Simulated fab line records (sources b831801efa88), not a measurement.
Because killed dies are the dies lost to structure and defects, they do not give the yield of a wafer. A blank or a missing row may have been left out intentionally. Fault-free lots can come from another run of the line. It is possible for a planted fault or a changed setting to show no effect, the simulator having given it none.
fab line records ; flow sky130
record: lots: 13; wafers: 39; last-day: 50
route steps=708 shown LOCAL_INTERCONNECT@401 PAD_OPEN@708
lots that met no fault: taken from a fault-free run of the same line
start-h: hours from the record's first day to the start of the lot's first wafer shown ; wait-h: hours since the lot's step before ; " identical to the entry in the row above ; L1.1+2: one row covering several wafers at once ; - value missing, or start not given ; * or withheld: withheld ; < > ~ a bound
route shown NAME@n: names a module that has steps shown in the file, with the first one's number in the route ; usual: mean/standard deviation taken from wafers without a fault ; same: alike in all rows ; chamber/n: place in a boat ; sites: per-site readings ; _std_site: the standard deviation of these ; _edge_site: mean of outer sites minus mean of inner sites ; radius-mm: for every site, how far away it sits from the centre of the wafer ; mask NAME#n: copy n ; behind: the most recent tool/chamber to have shaped the wafer ; hold: reason for holding the lot/hours on hold/outcome of the hold ; device: names the non-switching transistor (n, p or np) ; end of line: at the end of the route, the tests of the same wafers ; for a step that has no rows: nothing shown but its recipe ; killed: count of dies lost to structure and defects at first sort (not the wafer's yield) ; map: a wafer's dies, marking killed ones x, the rest . and places with no die _
set.NAME: the setting the step ran with; set.NAME@STEP: the setting that earlier step ran with ; model.NAME: the simulator's own value behind a step, which no gauge read
a sample of lots followed through the steps of the route, with each step as a table and each wafer as a row
services: the hour from which a tool's chamber was out of use, counted from the record's first day as start-h (under 0 if before that day), plus the number of hours and why
== steps ==
step: SKY_LOCAL_INTERCONNECT_METAL_ETCH_14
recipe: target-depth-nm: 110; stop-on: PSG; chemistry: Cl2/BCl3; target: TiN; resist-sidewall-deg: 88; pressure-mtorr: 10; icp-w: 900; bias-w: 48.5; Cl2_flow_sccm: 60; bcl3-flow-sccm: 30; time-s: 31.4
usual: drypump-motor-current-A: 5.4/0.46; mfc-cl2-sccm: 59.98/0.18; oes-product-au: 0.945/0.0077; throttle-valve-pct: 21.899/0.009
lot.wafer;tool;chamber;start-h;wait-h;drypump-motor-current-A;mfc-cl2-sccm;oes-product-au;rf-hours-counter-h;throttle-valve-pct
L261.2;rie-metal-01;1;706.57;0.0;5.3;60.11;0.946;8;21.905
L261.3;rie-metal-01;1;706.57;0.0;5.3;60.16;0.944;-;21.872
L261.6;rie-metal-01;0;706.57;0.0;4.7;59.87;0.955;-;21.884
L263.1;rie-metal-01;1;721.99;0.0;5.2;59.94;0.950;8;21.890
L263.3;rie-metal-01;1;721.99;0.0;5.3;59.99;0.950;-;21.905
L263.5;rie-metal-01;1;721.99;0.0;5.2;59.77;0.939;-;21.907
L264.1;rie-metal-02;0;726.34;0.1;5.5;59.74;0.929;5;21.899
L264.5;rie-metal-02;0;726.34;0.1;5.6;59.81;0.945;-;21.913
L264.6;rie-metal-02;0;726.34;0.1;5.6;59.83;0.952;-;21.898
L265.2;rie-metal-02;0;736.10;0.1;5.6;60.22;0.942;-;21.900
L265.4;rie-metal-02;0;736.10;0.1;5.5;60.13;0.947;-;21.913
L265.6;rie-metal-02;0;736.10;0.1;5.6;60.18;0.937;-;21.898
L267.4;rie-metal-04;1;784.88;0.0;6.2;60.10;0.948;-;21.890
L267.5;rie-metal-04;1;784.88;0.0;6.2;59.79;0.936;-;21.903
L267.6;rie-metal-04;0;784.88;0.0;5.3;59.90;0.937;-;21.909
L268.1;rie-metal-02;0;786.12;0.0;5.6;59.66;0.939;8;21.895
L268.2;rie-metal-02;1;786.12;0.0;5.4;60.11;0.953;1;21.900
L268.3;rie-metal-02;1;786.12;0.0;5.4;59.91;0.946;-;21.905
L269.1;rie-metal-04;0;788.02;0.0;5.3;59.98;0.943;15;21.898
L269.2;rie-metal-04;1;788.02;0.0;6.3;60.02;0.940;14;21.905
L269.3;rie-metal-04;0;788.02;0.0;5.3;59.69;0.932;-;21.911
L273.2;rie-metal-01;1;806.77;0.0;5.3;60.00;0.949;11;21.885
L273.3;rie-metal-01;0;806.77;0.0;4.6;59.98;0.942;-;21.904
L273.6;rie-metal-01;1;806.77;0.0;5.3;60.22;0.954;-;21.896
L278.2;rie-metal-04;1;871.17;0.0;6.3;60.08;0.942;18;21.898
L278.3;rie-metal-04;0;871.17;0.0;5.3;60.49;0.950;-;21.896
L278.5;rie-metal-04;1;871.17;0.0;6.3;60.10;0.948;-;21.898
L277.1;rie-metal-04;0;872.78;0.1;5.3;60.24;0.950;2;21.889
L277.3;rie-metal-04;0;872.78;0.1;5.3;60.00;0.950;-;21.882
L277.4;rie-metal-04;0;872.78;0.1;5.3;60.03;0.933;-;21.893
L281.3;rie-metal-04;0;877.57;0.1;5.3;60.18;0.942;-;21.901
L281.4;rie-metal-04;0;877.57;0.1;5.3;59.93;0.947;-;21.891
L281.6;rie-metal-04;0;877.57;0.1;5.3;60.03;0.935;-;21.891
L282.2;rie-metal-02;1;878.80;0.0;5.4;59.83;0.956;5;21.896
L282.4;rie-metal-02;1;878.80;0.0;5.4;60.15;0.951;-;21.898
L282.5;rie-metal-02;0;878.80;0.0;5.6;59.65;0.951;-;21.913
L283.1;rie-metal-02;1;879.62;0.0;5.4;59.84;0.940;5;21.902
L283.3;rie-metal-02;0;879.62;0.0;5.6;60.36;0.950;-;21.890
L283.4;rie-metal-02;1;879.62;0.0;5.4;59.80;0.946;-;21.912
step: SKY_PAD_OPEN_PROBE_99
usual: killed_at_M0_to_M3: 44/7.1; killed_at_M4_up: 3.1/1.8; killed-at-contacts: 24/5.3; killed-at-front-end: 15/4.5; killed-at-other: 0.2/0.42; killed-dies: 86/9.6; killed-open: 46/6.9; killed-short: 40/6.4
same: gross-dies: 492; killed-at-back-side: 0
lot.wafer;tool;chamber;start-h;wait-h;hold;killed_at_M0_to_M3;killed_at_M4_up;killed-at-contacts;killed-at-front-end;killed-at-other;killed-dies;killed-open;killed-short
L261.2;prober-02;-;1072.47;0.1;-;37;1;23;22;0;83;40;43
L261.3;prober-02;-;1072.52;0.2;-;52;2;19;13;0;86;53;33
L261.6;prober-02;-;1072.67;0.2;-;44;3;29;14;0;90;52;38
L263.1;prober-02;-;1085.43;0.1;-;46;5;30;12;0;93;55;38
L263.3;prober-02;-;1085.53;0.2;-;51;7;24;14;0;96;52;44
L263.5;prober-02;-;1085.63;0.2;-;42;5;19;11;0;77;48;29
L264.1;prober-01;-;1089.62;0.1;-;40;6;17;13;0;76;44;32
L264.5;prober-01;-;1089.82;0.2;-;34;2;22;17;1;76;41;35
L264.6;prober-01;-;1089.87;0.2;-;43;4;29;15;0;91;45;46
L265.2;prober-02;-;1097.88;0.1;-;39;4;23;11;0;77;40;37
L265.4;prober-02;-;1097.98;0.2;-;40;3;32;13;0;88;46;42
L265.6;prober-02;-;1098.08;0.2;-;42;4;24;10;0;80;40;40
L267.4;prober-02;-;1133.93;0.2;-;38;6;29;19;0;92;57;35
L267.5;prober-02;-;1133.98;0.2;-;42;2;20;24;1;89;42;47
L267.6;prober-02;-;1134.03;0.2;-;34;0;23;20;0;77;44;33
L268.1;prober-02;-;1136.20;0.1;-;42;3;21;16;0;82;41;41
L268.2;prober-02;-;1136.25;0.1;-;35;3;17;22;1;78;45;33
L268.3;prober-02;-;1136.30;0.2;-;34;7;30;9;0;80;44;36
L269.1;prober-01;-;1137.15;0.1;-;49;2;26;19;0;96;53;43
L269.2;prober-01;-;1137.20;0.1;-;55;3;28;22;1;109;56;53
L269.3;prober-01;-;1137.25;0.2;-;49;4;17;16;0;86;51;35
L273.2;prober-01;-;1148.88;0.1;await-dispo/3.9h/release;48;1;90;15;0;154;52;35
L273.3;prober-01;-;1148.93;0.2;await-dispo/3.9h/release;35;2;18;14;0;69;33;36
L273.6;prober-01;-;1149.08;0.2;await-dispo/3.9h/release;26;4;75;18;0;123;39;22
L278.2;prober-02;-;1191.09;0.1;-;37;4;17;18;0;76;47;29
L278.3;prober-02;-;1191.14;0.2;-;50;4;22;10;0;86;49;37
L278.5;prober-02;-;1191.24;0.2;-;36;3;24;13;0;76;33;43
L277.1;prober-01;-;1194.30;0.1;-;60;2;17;13;0;92;47;45
L277.3;prober-01;-;1194.40;0.2;-;44;2;22;23;0;91;52;39
L277.4;prober-01;-;1194.45;0.2;-;44;2;19;20;0;85;45;40
L281.3;prober-01;-;1196.93;0.2;-;46;4;34;12;0;96;54;42
L281.4;prober-01;-;1196.98;0.2;-;51;4;15;14;0;84;44;40
L281.6;prober-01;-;1197.08;0.2;-;38;6;29;16;0;89;49;40
L282.2;prober-02;-;1196.97;0.1;-;51;2;25;12;0;90;50;40
L282.4;prober-02;-;1197.07;0.2;-;37;3;15;17;0;72;35;37
L282.5;prober-02;-;1197.12;0.2;-;47;3;21;19;0;90;51;39
L283.1;prober-02;-;1198.35;0.1;-;51;4;28;21;1;105;54;51
L283.3;prober-02;-;1198.45;0.2;-;43;1;21;18;0;83;48;35
L283.4;prober-02;-;1198.50;0.2;-;34;4;33;13;0;84;39;45
killed by level:class
L261.2 VIA1:geometric-particle:open=10 LI_CONTACT:geometric-particle:open=8 VIA2:geometric-particle:open=7 POLY_GATE:geometric-particle:short=6 LOCAL_INTERCONNECT:geometric-particle:short=6 FIELD_ISO:geometric-particle:short=5 FIELD_ISO:geometric-particle:open=4 CONTACT:geometric-particle:short=4
L261.3 VIA1:geometric-particle:open=15 VIA3:geometric-particle:open=10 FIELD_ISO:geometric-particle:short=7 LI_CONTACT:geometric-particle:open=7 CONTACT:geometric-particle:open=7 VIA2:geometric-particle:open=7 METAL1:geometric-particle:short=6 VIA1:geometric-particle:short=4
L261.6 VIA1:geometric-particle:open=11 LI_CONTACT:geometric-particle:open=10 CONTACT:geometric-particle:open=7 METAL1:geometric-particle:short=6 VIA3:geometric-particle:open=6 CONTACT:geometric-particle:short=5 VIA1:geometric-particle:short=5 VIA2:geometric-particle:open=5
L263.1 CONTACT:geometric-particle:open=16 VIA1:geometric-particle:open=10 LI_CONTACT:geometric-particle:open=8 METAL1:geometric-particle:short=7 VIA3:geometric-particle:open=6 VIA2:geometric-particle:short=5 METAL2:geometric-particle:short=4 POLY_GATE:geometric-particle:short=3
L263.3 LI_CONTACT:geometric-particle:open=11 VIA1:geometric-particle:open=10 VIA3:geometric-particle:open=8 VIA2:geometric-particle:open=7 LOCAL_INTERCONNECT:geometric-particle:short=6 VIA2:geometric-particle:short=6 METAL1:geometric-particle:short=5 METAL2:geometric-particle:short=5
L263.5 VIA1:geometric-particle:open=13 CONTACT:geometric-particle:open=9 VIA3:geometric-particle:short=7 VIA3:geometric-particle:open=6 LI_CONTACT:geometric-particle:open=6 METAL2:geometric-particle:short=5 VIA2:geometric-particle:open=3 VIA1:geometric-particle:short=3
L264.1 VIA1:geometric-particle:open=8 LI_CONTACT:geometric-particle:open=7 FIELD_ISO:geometric-particle:open=6 POLY_GATE:geometric-particle:short=6 VIA2:geometric-particle:open=6 METAL3:geometric-particle:short=5 CONTACT:geometric-particle:open=5 METAL2:geometric-particle:short=4
L264.5 CONTACT:geometric-particle:open=10 POLY_GATE:geometric-particle:short=7 VIA1:geometric-particle:open=7 VIA3:geometric-particle:open=7 METAL2:geometric-particle:short=6 CONTACT:geometric-particle:short=5 VIA2:geometric-particle:open=4 FIELD_ISO:geometric-particle:short=3
L264.6 CONTACT:geometric-particle:open=10 VIA1:geometric-particle:open=10 VIA1:geometric-particle:short=8 VIA2:geometric-particle:short=7 POLY_GATE:geometric-particle:short=6 LI_CONTACT:geometric-particle:open=6 CONTACT:geometric-particle:short=6 LI_CONTACT:geometric-particle:short=4
L265.2 CONTACT:geometric-particle:open=8 VIA3:geometric-particle:open=7 METAL1:geometric-particle:short=5 VIA1:geometric-particle:open=5 VIA2:geometric-particle:short=5 SPACER:geometric-particle:open=4 LI_CONTACT:geometric-particle:open=4 LI_CONTACT:geometric-particle:short=4
L265.4 CONTACT:geometric-particle:open=10 CONTACT:geometric-particle:short=9 VIA3:geometric-particle:open=9 VIA1:geometric-particle:open=9 LI_CONTACT:geometric-particle:open=7 METAL2:geometric-particle:short=4 VIA2:geometric-particle:short=4 VIA2:geometric-particle:open=4
L265.6 VIA1:geometric-particle:open=10 LI_CONTACT:geometric-particle:open=7 VIA3:geometric-particle:open=5 CONTACT:geometric-particle:short=5 LOCAL_INTERCONNECT:geometric-particle:short=5 CONTACT:geometric-particle:open=5 VIA1:geometric-particle:short=5 VIA2:geometric-particle:short=4
L267.4 CONTACT:geometric-particle:open=12 LI_CONTACT:geometric-particle:open=11 POLY_GATE:geometric-particle:short=9 VIA3:geometric-particle:open=8 VIA1:geometric-particle:open=7 FIELD_ISO:geometric-particle:open=6 METAL1:geometric-particle:short=5 VIA2:geometric-particle:open=5
L267.5 VIA1:geometric-particle:open=8 LI_CONTACT:geometric-particle:open=7 POLY_GATE:geometric-particle:short=6 POLY_GATE:geometric-particle:open=6 VIA1:geometric-particle:short=6 CONTACT:geometric-particle:short=5 VIA3:geometric-particle:open=5 VIA2:geometric-particle:open=5
L267.6 LI_CONTACT:geometric-particle:open=7 FIELD_ISO:geometric-particle:open=6 VIA3:geometric-particle:open=6 CONTACT:geometric-particle:open=6 VIA1:geometric-particle:open=6 CONTACT:geometric-particle:short=5 POLY_GATE:geometric-particle:short=4 POLY_GATE:geometric-particle:open=4
L268.1 CONTACT:geometric-particle:open=9 VIA1:geometric-particle:open=8 FIELD_ISO:geometric-particle:short=7 LI_CONTACT:geometric-particle:open=6 VIA3:geometric-particle:open=6 METAL2:geometric-particle:short=5 METAL1:geometric-particle:short=5 POLY_GATE:geometric-particle:short=4
L268.2 CONTACT:geometric-particle:open=8 FIELD_ISO:geometric-particle:open=7 POLY_GATE:geometric-particle:open=7 FIELD_ISO:geometric-particle:short=6 VIA1:geometric-particle:open=6 VIA2:geometric-particle:open=5 VIA1:geometric-particle:short=5 METAL2:geometric-particle:short=4
L268.3 CONTACT:geometric-particle:open=10 LI_CONTACT:geometric-particle:open=8 LOCAL_INTERCONNECT:geometric-particle:short=6 VIA1:geometric-particle:open=6 VIA2:geometric-particle:open=6 METAL1:geometric-particle:short=5 VIA3:geometric-particle:open=5 METAL4:geometric-particle:short=5
L269.1 METAL1:geometric-particle:short=11 LI_CONTACT:geometric-particle:open=10 VIA1:geometric-particle:open=9 VIA3:geometric-particle:open=8 CONTACT:geometric-particle:open=5 VIA2:geometric-particle:open=5 FIELD_ISO:geometric-particle:open=4 POLY_GATE:geometric-particle:short=4
L269.2 VIA1:geometric-particle:open=15 CONTACT:geometric-particle:open=10 POLY_GATE:geometric-particle:short=8 METAL2:geometric-particle:short=7 VIA3:geometric-particle:open=7 METAL1:geometric-particle:short=7 LOCAL_INTERCONNECT:geometric-particle:short=6 VIA2:geometric-particle:open=6
L269.3 VIA3:geometric-particle:open=13 VIA2:geometric-particle:open=10 VIA1:geometric-particle:open=9 LI_CONTACT:geometric-particle:open=7 FIELD_ISO:geometric-particle:short=6 CONTACT:geometric-particle:open=5 METAL2:geometric-particle:short=4 POLY_GATE:geometric-particle:open=3
L273.2 LOCAL_INTERCONNECT:unspecified=67 VIA1:geometric-particle:open=14 CONTACT:geometric-particle:open=10 VIA2:geometric-particle:open=8 VIA1:geometric-particle:short=8 LI_CONTACT:geometric-particle:open=7 POLY_GATE:geometric-particle:short=6 METAL2:geometric-particle:short=6
L273.3 LI_CONTACT:geometric-particle:open=8 VIA1:geometric-particle:short=7 FIELD_ISO:geometric-particle:short=5 VIA1:geometric-particle:open=5 VIA2:geometric-particle:open=5 VIA2:geometric-particle:short=5 FIELD_ISO:geometric-particle:open=4 METAL2:geometric-particle:short=4
L273.6 LOCAL_INTERCONNECT:unspecified=62 VIA1:geometric-particle:open=8 FIELD_ISO:geometric-particle:open=5 LI_CONTACT:geometric-particle:open=5 CONTACT:geometric-particle:open=5 POLY_GATE:geometric-particle:open=4 METAL2:geometric-particle:short=4 VIA2:geometric-particle:open=4
L278.2 CONTACT:geometric-particle:open=9 VIA1:geometric-particle:open=6 POLY_GATE:geometric-particle:open=5 METAL1:geometric-particle:open=5 METAL2:geometric-particle:short=5 VIA3:geometric-particle:open=5 FIELD_ISO:geometric-particle:open=4 LI_CONTACT:geometric-particle:open=4
L278.3 LI_CONTACT:geometric-particle:open=9 VIA2:geometric-particle:open=8 VIA1:geometric-particle:open=7 VIA1:geometric-particle:short=7 CONTACT:geometric-particle:open=6 VIA3:geometric-particle:open=6 VIA2:geometric-particle:short=5 LOCAL_INTERCONNECT:geometric-particle:short=4
L278.5 LI_CONTACT:geometric-particle:open=7 METAL1:geometric-particle:short=7 VIA1:geometric-particle:short=7 VIA3:geometric-particle:open=5 FIELD_ISO:geometric-particle:short=4 FIELD_ISO:geometric-particle:open=4 LI_CONTACT:geometric-particle:short=4 LOCAL_INTERCONNECT:geometric-particle:short=4
L277.1 VIA1:geometric-particle:open=17 METAL2:geometric-particle:short=8 VIA2:geometric-particle:open=8 CONTACT:geometric-particle:open=7 METAL1:geometric-particle:short=7 VIA1:geometric-particle:short=5 FIELD_ISO:geometric-particle:short=4 LOCAL_INTERCONNECT:geometric-particle:short=4
L277.3 VIA1:geometric-particle:open=9 VIA3:geometric-particle:open=8 VIA2:geometric-particle:open=7 LI_CONTACT:geometric-particle:open=6 CONTACT:geometric-particle:open=6 FIELD_ISO:geometric-particle:short=5 POLY_GATE:geometric-particle:open=5 POLY_GATE:geometric-particle:short=5
L277.4 VIA1:geometric-particle:open=13 CONTACT:geometric-particle:open=7 FIELD_ISO:geometric-particle:short=6 METAL1:geometric-particle:short=6 CONTACT:geometric-particle:short=5 VIA1:geometric-particle:short=5 VIA2:geometric-particle:open=5 POLY_GATE:geometric-particle:open=4
L281.3 CONTACT:geometric-particle:open=14 VIA2:geometric-particle:open=11 VIA1:geometric-particle:open=8 LI_CONTACT:geometric-particle:open=6 LOCAL_INTERCONNECT:geometric-particle:short=5 METAL2:geometric-particle:short=5 VIA3:geometric-particle:open=5 METAL1:geometric-particle:short=4
L282.2 CONTACT:geometric-particle:open=10 VIA1:geometric-particle:open=9 METAL1:geometric-particle:short=8 VIA3:geometric-particle:open=8 VIA1:geometric-particle:short=7 LI_CONTACT:geometric-particle:open=6 VIA2:geometric-particle:open=6 VIA3:geometric-particle:short=5
L281.4 METAL2:geometric-particle:short=10 VIA1:geometric-particle:open=9 VIA3:geometric-particle:open=7 VIA1:geometric-particle:short=6 CONTACT:geometric-particle:open=6 FIELD_ISO:geometric-particle:open=5 LI_CONTACT:geometric-particle:open=4 VIA2:geometric-particle:open=4
L282.4 FIELD_ISO:geometric-particle:short=7 VIA1:geometric-particle:open=7 VIA2:geometric-particle:open=6 LI_CONTACT:geometric-particle:open=6 CONTACT:geometric-particle:open=4 METAL1:geometric-particle:short=4 VIA3:geometric-particle:open=4 VIA3:geometric-particle:short=4
L281.6 VIA1:geometric-particle:open=15 LI_CONTACT:geometric-particle:open=9 LOCAL_INTERCONNECT:geometric-particle:short=6 CONTACT:geometric-particle:open=5 METAL2:geometric-particle:short=5 METAL4:geometric-particle:short=5 FIELD_ISO:geometric-particle:short=4 METAL1:geometric-particle:short=4
L282.5 FIELD_ISO:geometric-particle:open=9 CONTACT:geometric-particle:open=9 VIA2:geometric-particle:open=9 VIA1:geometric-particle:open=8 METAL1:geometric-particle:short=7 LI_CONTACT:geometric-particle:open=6 VIA1:geometric-particle:short=5 POLY_GATE:geometric-particle:short=4
L283.1 VIA3:geometric-particle:open=10 VIA1:geometric-particle:open=9 POLY_GATE:geometric-particle:open=7 CONTACT:geometric-particle:open=7 CONTACT:geometric-particle:short=7 METAL2:geometric-particle:short=6 LI_CONTACT:geometric-particle:open=6 VIA2:geometric-particle:open=6
L283.3 CONTACT:geometric-particle:open=13 VIA1:geometric-particle:open=7 METAL2:geometric-particle:short=7 VIA3:geometric-particle:short=7 POLY_GATE:geometric-particle:open=5 VIA2:geometric-particle:open=5 VIA3:geometric-particle:open=5 METAL1:geometric-particle:short=4
L283.4 CONTACT:geometric-particle:open=12 LI_CONTACT:geometric-particle:open=8 VIA1:geometric-particle:open=8 CONTACT:geometric-particle:short=6 VIA1:geometric-particle:short=6 METAL1:geometric-particle:short=5 LI_CONTACT:geometric-particle:short=4 VIA2:geometric-particle:open=4
== services ==
tool;chamber;start-h;hours;kind
rie-metal-02;1;723.35;-;clean
rie-metal-02;1;723.35;21.4;scheduled-down
rie-metal-02;1;723.35;21.4;vent-cycle
rie-metal-04;1;741.73;2.8;repair
rie-metal-04;0;792.11;-;clean
rie-metal-04;0;792.11;23.3;scheduled-down
rie-metal-04;0;792.11;23.3;vent-cycle
rie-metal-04;1;872.64;-;clean
rie-metal-04;1;872.64;22.8;scheduled-down
rie-metal-04;1;872.64;22.8;vent-cycle
== key ==
first-sign: step: SKY_PAD_OPEN_PROBE_99; reading: killed-at-contacts; direction: up; sigmas: 11; usual: 24; struck: 82
effect: step: SKY_PAD_OPEN_PROBE_99; reading: killed-dies; direction: up; sigmas: 5.5; usual: 86; struck: 138
met-at SKY_LOCAL_INTERCONNECT_METAL_ETCH_14
struck-lots L273
struck-wafers L273.2,L273.6
tester-left-out L273
onset-between 721.99 806.77
fault: kind: chamber-particle-source; tool: rie-metal-01; chamber: 1; onset-h: 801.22; steps: SKY_LOCAL_INTERCONNECT_METAL_ETCH_14; rate-per-visit-cm2: 1.6235; end-h: 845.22
tester-left-out: of these lots the tester's yield and bins aren't shown, on N5 and GAA mostly nor the transistor test; their killed dies are dies lost to structure and defects alone, not to doping, threshold or leakage, so they don't give the yield
